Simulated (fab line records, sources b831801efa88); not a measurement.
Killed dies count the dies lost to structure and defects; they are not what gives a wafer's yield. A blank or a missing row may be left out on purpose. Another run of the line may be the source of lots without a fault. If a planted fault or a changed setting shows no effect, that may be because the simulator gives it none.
fab line records -- flow sky130
record: lots: 13, wafers: 37, last-day: 50
route steps=708 shown DNWELL@44 VT_ADJUST_LVTN@116 VT_ADJUST_HVTR@139 PAD_OPEN@708
lots that met no fault: taken from a fault-free run of the same line
start-h: start of the lot's first displayed wafer, in hours after the record's first day -- wait-h: hours since the lot's step before -- " repeats the value in the row above -- L1.1+2: one row covering several wafers at once -- - no value, or no start given -- * or withheld: withheld -- < > ~ a bound
route shown NAME@n: names a module that has steps shown in the file, with the first one's number in the route -- usual: mean/standard deviation taken from wafers without a fault -- same: alike in all rows -- chamber/n: place in a boat -- sites: each site's reading -- _std_site: the standard deviation of these -- _edge_site: mean of outer sites minus mean of inner sites -- radius-mm: for every site, how far away it sits from the centre of the wafer -- mask NAME#n: copy n -- behind: the last tool/chamber to shape the wafer -- hold: why the lot went on hold/how many hours it stayed there/how the hold came to an end -- device: the transistor (n, p or np) that didn't switch -- end of line: the tests these same wafers got at the end of their route -- for a step that has no rows: nothing shown but its recipe -- killed: dies that structure and defects cost at the first sort, which is not the same as the wafer's yield -- map: a wafer's dies, marking killed ones x, the rest . and places with no die _
set.NAME: the setting as run; set.NAME@STEP: as run at that earlier step -- model.NAME: the simulator's own value behind a step, which no gauge read
route steps across a sampled set of lots; one table per step, one row per wafer
services: a tool's chamber out of use, with start hour (start-h, from the record's first day; less than 0 if before it), hours out, and reason
== steps ==
step: SKY_DNWELL_TW_MEAS_09
usual: DNWELL_TW: 1105/14
lot.wafer,tool,chamber,start-h,wait-h,DNWELL_TW
L392.2,film-metro-04,-,50.21,0.1,1087
L392.4,film-metro-04,-,50.21,0.1,1072
L392.5,film-metro-04,-,50.21,0.1,1079
L393.1,film-metro-04,-,56.28,0.2,1097
L393.4,film-metro-04,-,56.28,0.2,1097
L393.5,film-metro-04,-,56.28,0.2,1097
L395.1,film-metro-04,-,66.66,0.1,1086
L395.2,film-metro-04,-,66.66,0.1,1087
L395.4,film-metro-04,-,66.66,0.1,1085
L396.2,film-metro-04,-,73.57,0.1,1095
L396.3,film-metro-04,-,73.57,0.1,1095
L396.4,film-metro-04,-,73.57,0.1,1096
L397.1,film-metro-04,-,78.44,0.1,1098
L397.4,film-metro-04,-,78.44,0.1,1096
L397.5,film-metro-04,-,78.44,0.1,1101
L399.1,film-metro-01,-,90.79,0.1,1110
L399.2,film-metro-01,-,90.79,0.1,1115
L399.4,film-metro-01,-,90.79,0.1,1108
L400.1,film-metro-01,-,95.35,0.1,1129
L400.3,film-metro-01,-,95.35,0.1,1122
L400.6,film-metro-01,-,95.35,0.1,1125
L401.1,film-metro-04,-,99.64,0.1,1101
L401.2,film-metro-04,-,99.64,0.1,1100
L401.3,film-metro-04,-,99.64,0.1,1100
L402.1,film-metro-01,-,107.04,0.1,1114
L402.2,film-metro-01,-,107.04,0.1,1109
L402.6,film-metro-01,-,107.04,0.1,1113
L403.2,film-metro-04,-,111.55,0.1,1104
L403.4,film-metro-04,-,111.55,0.1,1105
L403.5,film-metro-04,-,111.55,0.1,1107
L404.2,film-metro-01,-,117.63,0.1,1114
L404.4,film-metro-01,-,117.63,0.1,1112
L404.5,film-metro-01,-,117.63,0.1,1112
L412.1,film-metro-01,-,159.89,0.1,1113
L412.6,film-metro-01,-,159.89,0.1,1117
L413.1,film-metro-01,-,164.31,0.1,1127
L413.4,film-metro-01,-,164.31,0.1,1122
step: SKY_VT_ADJUST_LVTN_IMPLANT_19
recipe: species: B, energy-kev: 30, dose-cm2: 6.5e+11, tilt-deg: withheld
usual: beam-on-s: 10.00/0.19, faraday-current-uA: 3.66/0.07
lot.wafer,tool,chamber,start-h,wait-h,beam-on-s,faraday-current-uA
L392.2,implanter-04,0,156.55,0.0,9.93,3.67
L392.4,implanter-04,0,156.55,0.0,10.09,3.62
L392.5,implanter-04,0,156.55,0.0,10.04,3.64
L393.1,implanter-04,0,164.47,0.0,9.98,3.66
L393.4,implanter-04,0,164.47,0.0,9.88,3.70
L393.5,implanter-04,0,164.47,0.0,10.00,3.66
L395.1,implanter-04,0,177.42,0.0,10.26,3.58
L395.2,implanter-04,0,177.42,0.0,10.29,3.54
L395.4,implanter-04,0,177.42,0.0,9.68,3.79
L396.2,implanter-04,0,186.58,0.0,9.71,3.78
L396.3,implanter-04,0,186.58,0.0,10.26,3.57
L396.4,implanter-04,0,186.58,0.0,10.28,3.55
L397.1,implanter-04,0,192.52,0.0,9.52,3.85
L397.4,implanter-04,0,192.52,0.0,10.01,3.66
L397.5,implanter-04,0,192.52,0.0,10.19,3.59
L399.1,implanter-02,0,209.70,0.0,9.99,3.68
L399.2,implanter-02,0,209.70,0.0,10.10,3.64
L399.4,implanter-02,0,209.70,0.0,10.37,3.53
L400.1,implanter-02,0,215.10,0.0,9.85,3.71
L400.3,implanter-02,0,215.10,0.0,10.27,3.56
L400.6,implanter-02,0,215.10,0.0,9.99,3.66
L401.1,implanter-02,0,221.50,0.0,10.08,3.64
L401.2,implanter-02,0,221.50,0.0,10.16,3.62
L401.3,implanter-02,0,221.50,0.0,10.25,3.57
L402.1,implanter-03,0,228.44,0.0,9.96,3.67
L402.2,implanter-03,0,228.44,0.0,9.91,3.70
L402.6,implanter-03,0,228.44,0.0,9.99,3.66
L403.2,implanter-02,0,236.33,0.0,9.63,3.80
L403.4,implanter-02,0,236.33,0.0,9.98,3.67
L403.5,implanter-02,0,236.33,0.0,10.17,3.60
L404.2,implanter-04,0,243.05,0.0,10.10,3.62
L404.4,implanter-04,0,243.05,0.0,10.12,3.62
L404.5,implanter-04,0,243.05,0.0,10.23,3.59
L412.1,implanter-03,0,299.30,0.0,12.80,2.85
L412.6,implanter-03,0,299.30,0.0,10.31,3.54
L413.1,implanter-03,0,303.10,0.0,13.03,2.81
L413.4,implanter-03,0,303.10,0.0,12.90,2.82
step: SKY_VT_ADJUST_LVTN_TW_MEAS_21
usual: VT_ADJUST_LVTN_2_TW: 189.2/1
lot.wafer,tool,chamber,start-h,wait-h,VT_ADJUST_LVTN_2_TW
L392.2,film-metro-01,-,156.78,0.1,188.3
L392.4,film-metro-01,-,156.78,0.1,188.9
L392.5,film-metro-01,-,156.78,0.1,188.4
L393.1,film-metro-02,-,164.72,0.1,190.0
L393.4,film-metro-02,-,164.72,0.1,189.3
L393.5,film-metro-02,-,164.72,0.1,189.4
L395.1,film-metro-01,-,177.67,0.1,188.5
L395.2,film-metro-01,-,177.67,0.1,187.7
L395.4,film-metro-01,-,177.67,0.1,187.6
L396.2,film-metro-02,-,186.81,0.1,190.0
L396.3,film-metro-02,-,186.81,0.1,190.1
L396.4,film-metro-02,-,186.81,0.1,189.7
L397.1,film-metro-01,-,192.77,0.1,190.7
L397.4,film-metro-01,-,192.77,0.1,190.1
L397.5,film-metro-01,-,192.77,0.1,190.4
L399.1,film-metro-01,-,209.95,0.1,190.3
L399.2,film-metro-01,-,209.95,0.1,190.9
L399.4,film-metro-01,-,209.95,0.1,189.4
L400.1,film-metro-03,-,215.35,0.1,186.9
L400.3,film-metro-03,-,215.35,0.1,187.6
L400.6,film-metro-03,-,215.35,0.1,187.9
L401.1,film-metro-03,-,221.75,0.1,189.4
L401.2,film-metro-03,-,221.75,0.1,189.9
L401.3,film-metro-03,-,221.75,0.1,189.3
L402.1,film-metro-03,-,228.69,0.1,189.1
L402.2,film-metro-03,-,228.69,0.1,188.2
L402.6,film-metro-03,-,228.69,0.1,188.7
L403.2,film-metro-03,-,236.56,0.1,189.1
L403.4,film-metro-03,-,236.56,0.1,189.9
L403.5,film-metro-03,-,236.56,0.1,188.3
L404.2,film-metro-03,-,243.28,0.1,188.6
L404.4,film-metro-03,-,243.28,0.1,187.3
L404.5,film-metro-03,-,243.28,0.1,188.2
L412.1,film-metro-02,-,299.55,0.1,205.1
L412.6,film-metro-02,-,299.55,0.1,190.4
L413.1,film-metro-01,-,303.35,0.1,201.8
L413.4,film-metro-01,-,303.35,0.1,202.8
step: SKY_VT_ADJUST_HVTR_OVL_MEAS_08
usual: VT_ADJUST_HVTR_OVL: -1.1/1.3
lot.wafer,tool,chamber,start-h,wait-h,VT_ADJUST_HVTR_OVL[nm]
L392.2,overlay-02,-,198.33,0.1,0.0
L392.4,overlay-02,-,198.33,0.1,-0.9
L392.5,overlay-02,-,198.33,0.1,1.1
L393.1,overlay-01,-,206.56,0.1,-2.7
L393.4,overlay-01,-,206.56,0.1,-2.3
L393.5,overlay-01,-,206.56,0.1,-0.9
L395.1,overlay-01,-,222.02,0.1,-0.9
L395.2,overlay-01,-,222.02,0.1,-1.5
L395.4,overlay-01,-,222.02,0.1,-1.4
L396.2,overlay-01,-,230.53,0.1,-3.2
L396.3,overlay-01,-,230.53,0.1,-2.2
L396.4,overlay-01,-,230.53,0.1,-4.2
L397.1,overlay-01,-,238.28,0.1,-0.4
L397.4,overlay-01,-,238.28,0.1,-3.2
L397.5,overlay-01,-,238.28,0.1,-0.9
L399.1,overlay-01,-,256.33,0.1,-0.6
L399.2,overlay-01,-,256.33,0.1,-0.7
L399.4,overlay-01,-,256.33,0.1,0.2
L400.1,overlay-01,-,262.88,0.1,-0.2
L400.3,overlay-01,-,262.88,0.1,-0.2
L400.6,overlay-01,-,262.88,0.1,-2.3
L401.1,overlay-01,-,268.36,0.1,-1.8
L401.2,overlay-01,-,268.36,0.1,-2.6
L401.3,overlay-01,-,268.36,0.1,-0.1
L402.1,overlay-01,-,276.31,0.1,-3.0
L402.2,overlay-01,-,276.31,0.1,-0.8
L402.6,overlay-01,-,276.31,0.1,-0.8
L403.2,overlay-02,-,284.23,0.1,-1.4
L403.4,overlay-02,-,284.23,0.1,-1.2
L403.5,overlay-02,-,284.23,0.1,-3.2
L404.2,overlay-02,-,292.48,0.1,-0.2
L404.4,overlay-02,-,292.48,0.1,-1.6
L404.5,overlay-02,-,292.48,0.1,-1.9
L412.1,overlay-01,-,352.57,0.1,1.9
L412.6,overlay-01,-,352.57,0.1,-2.5
L413.1,overlay-02,-,357.07,0.1,0.1
L413.4,overlay-02,-,357.07,0.1,-0.2
step: SKY_VT_ADJUST_HVTR_STRIP_10
recipe: chemistry: O2/N2, power-w: 1400, pressure-mtorr: 1500, platen-temp-c: withheld, o2-flow-sccm: 3000, n2-flow-sccm: 300, overash-fraction: 0.5
usual: drypump-motor-current-A: 5.4/0.55, oes-product-au: 0.715/0.0044, strip-time-to-endpoint-s: 14.16/0.037
lot.wafer,tool,chamber,start-h,wait-h,drypump-motor-current-A,oes-product-au,rf-hours-counter-h,strip-time-to-endpoint-s
L392.2,plasma-asher-02,1,198.51,0.1,4.8,0.720,37,14.14
L392.4,plasma-asher-02,1,198.51,0.1,4.8,0.713,-,14.15
L392.5,plasma-asher-02,0,198.51,0.1,6.0,0.718,-,14.15
L393.1,plasma-asher-04,1,206.74,0.1,5.0,0.720,53,14.15
L393.4,plasma-asher-04,0,206.74,0.1,5.6,0.716,-,14.15
L393.5,plasma-asher-04,1,206.74,0.1,5.0,0.718,-,14.11
L395.1,plasma-asher-02,0,222.21,0.1,6.0,0.709,40,14.13
L395.2,plasma-asher-02,1,222.21,0.1,4.8,0.712,40,14.14
L395.4,plasma-asher-02,1,222.21,0.1,4.8,0.717,-,14.11
L396.2,plasma-asher-02,0,230.71,0.1,6.0,0.724,41,14.20
L396.3,plasma-asher-02,0,230.71,0.1,6.0,0.720,-,14.17
L396.4,plasma-asher-02,1,230.71,0.1,4.7,0.716,-,14.20
L397.1,plasma-asher-01,0,238.46,0.1,5.2,0.716,56,14.10
L397.4,plasma-asher-01,0,238.46,0.1,5.2,0.713,-,14.10
L397.5,plasma-asher-01,1,238.46,0.1,6.1,0.711,-,14.09
L399.1,plasma-asher-02,0,256.51,0.1,6.0,0.712,44,14.14
L399.2,plasma-asher-02,1,256.51,0.1,4.8,0.722,44,14.14
L399.4,plasma-asher-02,1,256.51,0.1,4.8,0.716,-,14.13
L400.1,plasma-asher-02,1,263.06,0.1,4.7,0.712,45,14.15
L400.3,plasma-asher-02,0,263.06,0.1,6.1,0.721,-,14.11
L400.6,plasma-asher-02,0,263.06,0.1,6.1,0.710,-,14.10
L401.1,plasma-asher-01,0,268.54,0.1,5.2,0.719,60,14.17
L401.2,plasma-asher-01,1,268.54,0.1,6.1,0.717,60,14.19
L401.3,plasma-asher-01,1,268.54,0.1,6.0,0.713,-,14.17
L402.1,plasma-asher-04,0,276.49,0.1,5.6,0.714,55,14.19
L402.2,plasma-asher-04,1,276.49,0.1,5.0,0.715,55,14.15
L402.6,plasma-asher-04,1,276.49,0.1,5.0,0.719,-,14.19
L403.2,plasma-asher-02,1,284.41,0.1,4.7,0.719,47,14.15
L403.4,plasma-asher-02,0,284.41,0.1,6.0,0.720,-,14.13
L403.5,plasma-asher-02,0,284.41,0.1,6.0,0.723,-,14.13
L404.2,plasma-asher-04,0,292.66,0.1,5.6,0.722,56,14.16
L404.4,plasma-asher-04,0,292.66,0.1,5.6,0.712,-,14.21
L404.5,plasma-asher-04,1,292.66,0.1,4.9,0.714,-,14.20
L412.1,plasma-asher-04,1,352.76,0.1,5.0,0.715,63,14.09
L412.6,plasma-asher-04,0,352.76,0.1,5.6,0.721,-,14.13
L413.1,plasma-asher-02,1,357.26,0.1,4.7,0.714,54,14.10
L413.4,plasma-asher-02,1,357.26,0.1,4.7,0.713,-,14.09
step: SKY_PAD_OPEN_PROBE_99
usual: killed_at_M0_to_M3: 42/7.7, killed_at_M4_up: 3.1/1.9, killed-at-contacts: 24/4.9, killed-at-front-end: 15/4.6, killed-at-other: 0.3/0.51, killed-dies: 85/9.9, killed-open: 47/7.1, killed-short: 38/6.7
same: gross-dies: 492, killed-at-back-side: 0
lot.wafer,tool,chamber,start-h,wait-h,killed_at_M0_to_M3,killed_at_M4_up,killed-at-contacts,killed-at-front-end,killed-at-other,killed-dies,killed-open,killed-short
L400.1,prober-01,-,1126.38,0.1,49,3,22,10,0,84,50,34
L400.3,prober-01,-,1126.48,0.2,49,0,28,13,2,92,49,43
L400.6,prober-01,-,1126.63,0.2,36,4,20,11,0,71,42,29
killed by level:class
L400.1 VIA3:geometric-particle:open=12 LI_CONTACT:geometric-particle:open=9 METAL1:geometric-particle:short=9 VIA1:geometric-particle:open=7 CONTACT:geometric-particle:open=6 LOCAL_INTERCONNECT:geometric-particle:short=5 METAL2:geometric-particle:short=4 FIELD_ISO:geometric-particle:open=3
L400.3 LI_CONTACT:geometric-particle:open=11 VIA1:geometric-particle:open=10 VIA1:geometric-particle:short=10 CONTACT:geometric-particle:open=8 METAL1:geometric-particle:short=5 METAL2:geometric-particle:short=5 FIELD_ISO:geometric-particle:short=4 POLY_GATE:geometric-particle:open=4
L400.6 VIA1:geometric-particle:open=13 CONTACT:geometric-particle:open=9 METAL1:geometric-particle:short=7 VIA3:geometric-particle:open=6 LOCAL_INTERCONNECT:geometric-particle:short=5 CONTACT:geometric-particle:short=4 FIELD_ISO:geometric-particle:open=3 POLY_GATE:geometric-particle:short=3
== services ==
tool,chamber,start-h,hours,kind
implanter-04,-,154.30,2.0,repair
implanter-02,-,177.17,4.6,repair
implanter-03,-,184.24,5.0,pm
plasma-asher-04,-,199.78,0.7,repair
plasma-asher-04,-,208.36,54.3,repair
plasma-asher-01,-,212.83,1.9,repair
implanter-04,-,226.18,6.8,repair
plasma-asher-01,-,247.36,3.7,repair
implanter-04,-,255.73,9.3,repair
plasma-asher-01,-,295.00,0.5,repair
implanter-04,-,327.25,11.0,repair
plasma-asher-01,-,332.11,3.9,repair
plasma-asher-02,-,338.41,2.1,repair
== key ==
first-sign: step: SKY_VT_ADJUST_LVTN_IMPLANT_19, reading: beam-on-s, direction: up, sigmas: 15, usual: 10.00, struck: 12.91
effect: step: SKY_VT_ADJUST_LVTN_IMPLANT_19, reading: faraday-current-uA, direction: down, sigmas: 12, usual: 3.66, struck: 2.83
effect: step: SKY_VT_ADJUST_LVTN_TW_MEAS_21, reading: VT_ADJUST_LVTN_2_TW, direction: up, sigmas: 14, usual: 189.2, struck: 203.2
met-at SKY_VT_ADJUST_LVTN_IMPLANT_19
struck-lots L412,L413
struck-wafers L412.1,L413.1,L413.4
tester-left-out L412,L413
not-acting-at SKY_DNWELL_TW_MEAS_09,SKY_VT_ADJUST_HVTR_OVL_MEAS_08,SKY_VT_ADJUST_HVTR_STRIP_10
onset-between 228.44 299.30
fault: kind: process-parameter-drift, tool: implanter-03, chamber: -, onset-h: 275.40, steps: SKY_VT_ADJUST_LVTN_IMPLANT_19, channel: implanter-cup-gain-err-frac, offset: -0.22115, shape: step, end-h: 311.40, scope: struck-wafers-only
tester-left-out: of these lots the tester's yield and bins aren't shown, on N5 and GAA mostly nor the transistor test; their killed dies are dies lost to structure and defects alone, not to doping, threshold or leakage, so they don't give the yield
